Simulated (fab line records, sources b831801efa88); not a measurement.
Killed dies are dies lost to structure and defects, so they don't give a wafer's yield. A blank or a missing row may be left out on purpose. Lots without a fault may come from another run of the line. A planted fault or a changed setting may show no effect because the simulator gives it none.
fab line records | flow sky130
record lots=7 wafers=21 last_day=50
route steps=708 shown LDD_HVP@288 LDD_LDN@289
lots that met no fault: from a run of the same line without faults
start_h: hours from the record's first day to the start of the lot's first wafer shown | wait_h: hours since the lot's step before | " the same as in the row above | L1.1+2: a row that stands for several wafers | - no value, or no start given | * or withheld: withheld | < > ~ a bound
route shown NAME@n: a module of which the file shows steps, and the number in the route of the first | usual: mean/standard deviation of fault-free wafers | same: alike in all rows | chamber/n: place in a boat | sites: the reading at each site | _std_site: their standard deviation | _edge_site: outer sites' mean less inner sites' | radius_mm: how far each site lies from the wafer's centre | mask NAME#n: copy n | behind: the tool/chamber that last shaped the wafer | hold: why the lot was held/for how many hours/how that ended | device: the transistor (n, p or np) that didn't switch | end of line: the same wafers' tests at the end of the route | a step without rows: its recipe alone | killed: dies lost to structure and defects at the first sort, not the wafer's yield | map: a wafer's dies, x killed, . not, _ none there
set.NAME: the setting as run; set.NAME@STEP: as run at that earlier step | model.NAME: the simulator's own value behind a step, which no gauge read
lots at some steps of the route; a table a step, a row a wafer
services: from which hour (start_h, from the record's first day; less than 0 if before it) a tool's chamber was out of use, for how many hours, and why
## steps
# step SKY_LDD_HVP_TW_MEAS_10
# usual LDD_HVP_TW=454.1/2.9
# columns lot.wafer tool chamber start_h wait_h LDD_HVP_TW
L337.1 film_metro-02 - 497.82 0.1 457.5
L337.4 " - " " 454.5
L337.5 " - " " 456.6
L347.2 film_metro-04 - 588.85 0.1 452.4
L347.4 " - " " 449.7
L347.5 " - " " 451.4
L349.2 film_metro-01 - 610.50 0.1 451.4
L349.3 " - " " 450.7
L349.5 " - " " 448.5
L350.1 film_metro-02 - 617.49 0.1 459.9
L350.2 " - " " 458.4
L350.4 " - " " 458.2
L357.1 film_metro-02 - 675.74 0.1 455.9
L357.2 " - " " 454.4
L357.6 " - " " 456.0
L358.1 film_metro-01 - 678.27 0.1 449.2
L358.2 " - " " 450.1
L358.5 " - " " 452.6
L359.1 film_metro-02 - 688.92 0.1 454.3
L359.3 " - " " 454.8
L359.4 " - " " 453.9
# step SKY_LDD_LDN_DEHYDRATE_00
# recipe temp_c=200 time_s=60
# step SKY_LDD_LDN_HMDS_01
# recipe prime_time_s=60 prime_temp_c=120
# step SKY_LDD_LDN_COAT_02
# recipe resist=NOVOLAK spin_rpm=3000 resist_thk_nm=1140
# step SKY_LDD_LDN_SOFTBAKE_03
# recipe temp_c=90 time_s=60 resist=NOVOLAK
# step SKY_LDD_LDN_EXPOSE_04
# recipe mask_id=LDNTM na=0.6 source_shape=conventional sigma_outer=0.6 polarization=unpolarized target_cd_nm=700 dose_mj=140
# step SKY_LDD_LDN_PEB_05
# recipe temp_c=withheld time_s=* resist=NOVOLAK
# step SKY_LDD_LDN_DEVELOP_06
# recipe resist=NOVOLAK developer=TMAH develop_time_s=60 dev_temp_c=23
# step SKY_LDD_LDN_OVL_MEAS_07
# usual LDD_LDN_OVL=1.1/1.5
# columns lot.wafer tool chamber start_h wait_h LDD_LDN_OVL[nm]
L337.1 overlay-02 - 527.90 0.1 1.4
L337.4 " - " " 1.6
L337.5 " - " " 1.3
L347.2 overlay-02 - 618.16 0.1 1.6
L347.4 " - " " 2.8
L347.5 " - " " 2.4
L349.2 overlay-01 - 639.16 0.1 -0.2
L349.3 " - " " -1.4
L349.5 " - " " 0.8
L350.1 overlay-02 - 646.21 0.1 0.5
L350.2 " - " " 1.6
L350.4 " - " " 0.6
L357.1 overlay-01 - 703.51 0.1 2.3
L357.2 " - " " 2.2
L357.6 " - " " 0.2
L358.1 overlay-01 - 706.56 0.1 1.8
L358.2 " - " " 0.9
L358.5 " - " " 1.7
L359.1 overlay-02 - 716.61 0.1 0.5
L359.3 " - " " 0.2
L359.4 " - " " 0.4
# step SKY_LDD_LDN_IMPLANT_08
# recipe species=As energy_kev=15 dose_cm2=1.25e+13 tilt_deg=withheld rotation_deg=23
# step SKY_LDD_LDN_IMPLANT_09
# recipe species=As energy_kev=15 dose_cm2=1.25e+13 tilt_deg=withheld rotation_deg=113
# step SKY_LDD_LDN_IMPLANT_10
# recipe species=As energy_kev=15 dose_cm2=1.25e+13 tilt_deg=withheld rotation_deg=203
# step SKY_LDD_LDN_IMPLANT_11
# recipe species=As energy_kev=15 dose_cm2=1.25e+13 tilt_deg=withheld rotation_deg=293
# usual beam_energy_keV=15.001/0.0047 beam_on_s=10.00/0.21 end_station_pressure_torr=5.04e-06/2.5e-07 rotation_deg=293.00/0.063
# columns lot.wafer tool chamber start_h wait_h beam_energy_keV beam_on_s end_station_pressure_torr rotation_deg
L337.1 implanter-02 0 528.39 0.1 15.003 10.07 5.47e-06 293.05
L337.4 " 0 " " 14.996 10.34 5.06e-06 292.99
L337.5 " 0 " " 15.000 10.02 4.85e-06 292.97
L347.2 implanter-03 - 618.67 0.1 - - - -
L347.4 " - " " - - - -
L347.5 " - " " - - - -
L349.2 implanter-01 - 639.67 0.1 - - - -
L349.3 " - " " - - - -
L349.5 " - " " - - - -
L350.1 implanter-03 - 646.69 0.1 - - - -
L350.2 " - " " - - - -
L350.4 " - " " - - - -
L357.1 implanter-03 0 703.99 0.1 14.997 9.58 5.2e-06 293.00
L357.2 " 0 " " 15.002 9.79 4.84e-06 293.06
L357.6 " 0 " " 14.994 10.53 5.14e-06 292.95
L358.1 implanter-01 0 707.04 0.1 15.001 9.86 4.48e-06 293.03
L358.2 " 0 " " 15.003 9.84 4.94e-06 292.93
L358.5 " 0 " " 14.996 9.90 5.37e-06 293.00
L359.1 implanter-03 0 717.09 0.1 15.001 10.05 5.2e-06 293.04
L359.3 " 0 " " 15.000 9.59 5e-06 293.01
L359.4 " 0 " " 15.006 9.76 4.98e-06 293.03
# step SKY_LDD_LDN_STRIP_12
# recipe chemistry=O2/N2 power_w=1400 pressure_mtorr=1500 platen_temp_c=withheld o2_flow_sccm=3000 n2_flow_sccm=300 overash_fraction=0.5
# usual drypump_motor_current_A=5.8/0.48 oes_product_au=0.715/0.0049 strip_time_to_endpoint_s=14.18/0.041
# columns lot.wafer tool chamber start_h wait_h drypump_motor_current_A oes_product_au rf_hours_counter_h strip_time_to_endpoint_s
L337.1 plasma_asher-04 0 528.54 0.1 5.7 0.719 79 14.21
L337.4 " 0 " " 5.7 0.720 - 14.23
L337.5 " 0 " " 5.7 0.709 - 14.20
L347.2 plasma_asher-03 1 618.79 0.1 5.3 0.715 24 14.14
L347.4 " 1 " " 5.3 0.710 - 14.11
L347.5 " 0 " " 5.6 0.713 - 14.15
L349.2 plasma_asher-03 0 639.79 0.1 5.6 0.711 26 14.19
L349.3 " 0 " " 5.6 0.725 - 14.21
L349.5 " 0 " " 5.6 0.717 - 14.18
L350.1 plasma_asher-03 0 646.84 0.1 5.6 0.718 27 14.25
L350.2 " 1 " " 5.3 0.712 27 14.24
L350.4 " 0 " " 5.6 0.715 - 14.27
L357.1 plasma_asher-01 0 704.14 0.1 6.8 0.710 60 14.16
L357.2 " 1 " " 5.8 0.721 60 14.12
L357.6 " 1 " " 5.8 0.720 - 14.21
L358.1 plasma_asher-03 1 707.19 0.1 5.3 0.715 33 14.18
L358.2 " 0 " " 5.6 0.714 33 14.18
L358.5 " 0 " " 5.6 0.715 - 14.15
L359.1 plasma_asher-01 1 717.24 0.1 5.8 0.713 61 14.17
L359.3 " 1 " " 5.8 0.717 - 14.16
L359.4 " 0 " " 6.8 0.718 - 14.14
# step SKY_LDD_LDN_TW_MEAS_13
# usual LDD_LDN_TW=1472/9.4
# columns lot.wafer tool chamber start_h wait_h LDD_LDN_TW
L337.1 film_metro-01 - 528.64 0.1 1464
L337.4 " - " " 1456
L337.5 " - " " 1459
L347.2 film_metro-01 - 618.90 0.1 1335
L347.4 " - " " 1338
L347.5 " - " " 1335
L349.2 film_metro-01 - 639.90 0.1 1340
L349.3 " - " " 1355
L349.5 " - " " 1353
L350.1 film_metro-01 - 646.94 0.1 1347
L350.2 " - " " 1344
L350.4 " - " " 1349
L357.1 film_metro-02 - 704.24 0.1 1474
L357.2 " - " " 1481
L357.6 " - " " 1476
L358.1 film_metro-03 - 707.29 0.1 1476
L358.2 " - " " 1483
L358.5 " - " " 1486
L359.1 film_metro-01 - 717.34 0.1 1466
L359.3 " - " " 1465
L359.4 " - " " 1467
# step SKY_LDD_LDN_CLEAN_14
# recipe chemistry=SC1/SC2 mix=1:4:20 temp_c=70 time_s=150 dry=n2_spin
## services
# columns tool chamber start_h hours kind
implanter-02 - 506.07 1.1 repair
plasma_asher-01 - 511.19 28.1 pm
implanter-01 - 522.29 0.6 repair
implanter-02 - 529.94 3.9 pm
plasma_asher-04 - 534.94 86.4 repair
plasma_asher-04 - 539.14 4.9 repair
plasma_asher-04 - 546.89 0.4 repair
implanter-01 - 547.01 21.7 repair
implanter-01 - 582.34 4.0 pm
implanter-03 - 583.85 6.0 repair
implanter-03 - 590.25 5.2 pm
implanter-03 - 599.04 5.8 repair
plasma_asher-01 - 615.14 4.3 pm
implanter-03 - 635.88 1.2 repair
plasma_asher-04 - 642.61 2.4 repair
implanter-01 - 655.54 8.8 repair
implanter-02 - 663.37 5.9 pm
implanter-03 - 665.81 4.2 repair
implanter-02 - 672.44 4.9 pm
implanter-03 - 674.80 4.3 repair
implanter-02 - 688.67 106.7 pm
implanter-03 - 707.61 3.3 pm
## key
first_sign step=SKY_LDD_LDN_IMPLANT_11 reading=tool_record direction=missing
effect step=SKY_LDD_LDN_TW_MEAS_13 reading=LDD_LDN_TW direction=down sigmas=14 usual=1472 struck=1344
met_at SKY_LDD_LDN_IMPLANT_11
struck_wafers L347.2,L347.4,L347.5,L349.2,L349.3,L349.5,L350.1,L350.2,L350.4
later_rows_left_out L347.2,L347.4,L347.5,L349.2,L349.3,L349.5,L350.1,L350.2,L350.4
sort_left_out L347.2,L347.4,L347.5,L349.2,L349.3,L349.5,L350.1,L350.2,L350.4
tester_left_out L347,L349,L350
fault kind=skipped_step_whole tool=implanter-01,implanter-03 chamber=- onset_h=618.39 steps=SKY_LDD_LDN_IMPLANT_11 scope=struck_lots_only
# tester_left_out: of these lots the tester's yield and bins aren't shown, on N5 and GAA mostly nor the transistor test; their killed dies are dies lost to structure and defects alone, not to doping, threshold or leakage, so they don't give the yield
# sort_left_out: the simulated sort isn't trusted on such a fault, so these wafers' sort isn't shown, and their yield isn't known
# later_rows_left_out: the simulator's readings of these wafers behind a module that went badly wrong aren't trusted and aren't shown, but for the sort
